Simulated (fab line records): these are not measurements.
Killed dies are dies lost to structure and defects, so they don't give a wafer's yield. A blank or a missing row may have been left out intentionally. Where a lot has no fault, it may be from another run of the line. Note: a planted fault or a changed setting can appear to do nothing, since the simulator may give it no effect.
Comparing a struck lot with a sound one ; flow gf180mcu ; 43 steps out of a route of 602
Sound: the wafers L269.1, L269.3, L269.5. The struck wafers were L275.2, L275.4, L275.5. The cause is named last.
Per side, at each step with rows, come the tool, then ch with its chambers, and then its first start. Under that, the readings that differ: sound wafers ; struck wafers ; difference of the means ; sigmas: that difference in standard deviations of wafers without a fault.
alike: words and numbers the same on both sides, and readings whose means are apart by under 2 such deviations; not compared: readings that were withheld, readings missing a value for some wafer, numbers with overlapping values and no deviation given by the record, and bounds like >300 which may hide the same value.
A row with sigmas, a row that says differs or no value, or rows on one side alone: a step with any of these is where the two part. Non-overlapping numbers with no deviation appear without sigmas and do not part them. A reading that every wafer of one side lacks parts them only if that side has two wafers or more.

first, 6 steps without rows for these wafers: GF_M3_HMDS_08 (prime time 60 s); GF_M3_COAT_09 (resist thk 1000 nm); GF_M3_SOFTBAKE_10 (time 60 s); GF_M3_EXPOSE_11 (exposes mask Metal3, target cd 280 nm); GF_M3_PEB_12 (peb time 90 s); GF_M3_DEVELOP_13 (develop time 60 s).
GF_M3_CD_MEAS_14: target cd 280 nm.
  struck on cd sem-01, day 24 00:54; sound on cd sem-02, day 21 22:55
reading;sound;struck;difference;sigmas
cd nm (nm);278.1 278.3 277.5;283.1 281.9 283.0;+4.7;+3
GF_M3_OVL_MEAS_15:
  struck on overlay-02, day 24 01:01; sound on overlay-02, day 21 23:02
reading;sound;struck;difference;sigmas
M3_OVL (nm);-14 -13 -14;3 1 0;+15;+3
then, 1 step without rows for these wafers: GF_M3_METAL_ETCH_16 (etches the open film in Cl2/BCl3, stops on SiO2, target depth 750.8 nm, time 125.1 s).
GF_M3_STRIP_17: strips in O2/N2.
  sound on plasma asher-03 ch 0,1, day 21 23:12; struck on plasma asher-03 ch 1, day 24 01:10
  alike: chamber pressure mTorr, drypump motor current A, heater power w, oes product au, strip time to endpoint s
  not compared: rf hours counter h
then, 2 steps without rows for these wafers: GF_M3_STRIP_18 (strips in post etch residue remover, time 1200 s); GF_M3_CLEAN_19 (cleans in DIW).
GF_V3_CVD_00: deposits SiO2, target thk 600 nm, time 100 s.
  sound on hdpcvd-01 ch 0,1,2, day 21 23:44; struck on hdpcvd-02 ch 0,1, day 24 01:42
GF_V3_THK_MEAS_01:
  struck on film metro-02, day 24 01:47; sound on film metro-04, day 21 23:48
  alike: V3_CVD_00_THK
then, 1 step without rows for these wafers: GF_V3_CVD_02 (deposits SiO2 from TEOS, target thk 850 nm, time 94.851 s).
GF_V3_THK_MEAS_03:
  struck on film metro-02, day 24 01:55; sound on film metro-03, day 21 23:56
  alike: V3_CVD_02_THK
then, 1 step without rows for these wafers: GF_V3_CMP_04 (polishes SiO2).
GF_V3_BOW_MEAS_05:
  struck on film metro-02, day 24 02:17; sound on film metro-02, day 22 00:17
  alike: V3_BOW
then, 8 steps without rows for these wafers: GF_V3_DEHYDRATE_06 (time 60 s); GF_V3_HMDS_07 (prime time 60 s); GF_V3_COAT_08; GF_V3_COAT_09 (resist thk 1000 nm); GF_V3_SOFTBAKE_10 (time 60 s); GF_V3_EXPOSE_11 (exposes mask Via3, target cd 260 nm); GF_V3_PEB_12 (peb time 90 s); GF_V3_DEVELOP_13 (develop time 60 s).
GF_V3_CD_MEAS_14: target cd 260 nm.
  struck on cd sem-02, day 24 23:11; sound on cd sem-02, day 22 23:25
  alike: cd nm
GF_V3_OVL_MEAS_15:
  struck on overlay-01, day 24 23:17; sound on overlay-02, day 22 23:32
  alike: V3_OVL
then, 2 steps without rows for these wafers: GF_V3_ETCH_16 (etches BARC in N2/H2); GF_V3_ETCH_17 (etches SiO2 in C4F8/O2/Ar, stops on TiN, target depth 635 nm).
GF_V3_STRIP_18: strips in O2/N2.
  sound on plasma asher-04 ch 0,1, day 22 23:42; struck on plasma asher-03 ch 0,1, day 24 23:26
  alike: chamber pressure mTorr, drypump motor current A, heater power w, oes product au
  not compared: rf hours counter h
then, 3 steps without rows for these wafers: GF_V3_STRIP_19 (strips in post etch residue remover, time 1200 s); GF_V3_CLEAN_20 (cleans in DIW); GF_V3_SPUTTER_21 (material Ti, target thk 15 nm, time 80.02 s).
GF_V3_SPUTTER_22: material TiN, target thk 10 nm, time 40 s.
  struck on pvd sputter-01, day 25 00:03; sound on pvd sputter-04, day 23 00:47
  alike: throttle valve pct
then, 1 step without rows for these wafers: GF_V3_CVD_23 (deposits W, target thk 350 nm, time 104.9 s).
GF_V3_RS_MEAS_24: a four-point-probe measurement.
  struck on film metro-03, day 25 00:13; sound on film metro-02, day 23 00:56
  alike: V3_W_RS
GF_V3_THK_MEAS_25: measures by xrf.
  struck on film metro-03, day 25 00:20; sound on film metro-02, day 23 01:04
  alike: V3_W_THK
then, 2 steps without rows for these wafers: GF_V3_CMP_26 (polishes, stops on SiO2, t overpolish 15 s, target thk 0 nm); GF_M4_SPUTTER_00 (material Ti, target thk 37.5 nm, time 150 s).
GF_M4_SPUTTER_01: material TiN, target thk 30 nm, time 25 s.
  struck on pvd sputter-02, day 25 00:49; sound on pvd sputter-01, day 23 01:31
  alike: throttle valve pct
GF_M4_SPUTTER_02: material AlCu, target thk 450 nm, time 23.9 s.
  struck on pvd sputter-02, day 25 00:51; sound on pvd sputter-01, day 23 01:33
  alike: throttle valve pct
-- the record jumps here: 6 days lie between the struck wafers' starts before and after (it left off in module M4 and takes up again in module PASSIVATION, whose first step shown is number 602 of the route) --
GF_PASSIVATION_PROBE_99:
  the record has rows for the struck wafers here (prober-01, day 31 05:27) and none for the sound ones

== WHERE THEY PART ==
Earliest at GF_M3_CD_MEAS_14; latest, in this record, at GF_PASSIVATION_PROBE_99.

WHY: whatever the simulator had introduced
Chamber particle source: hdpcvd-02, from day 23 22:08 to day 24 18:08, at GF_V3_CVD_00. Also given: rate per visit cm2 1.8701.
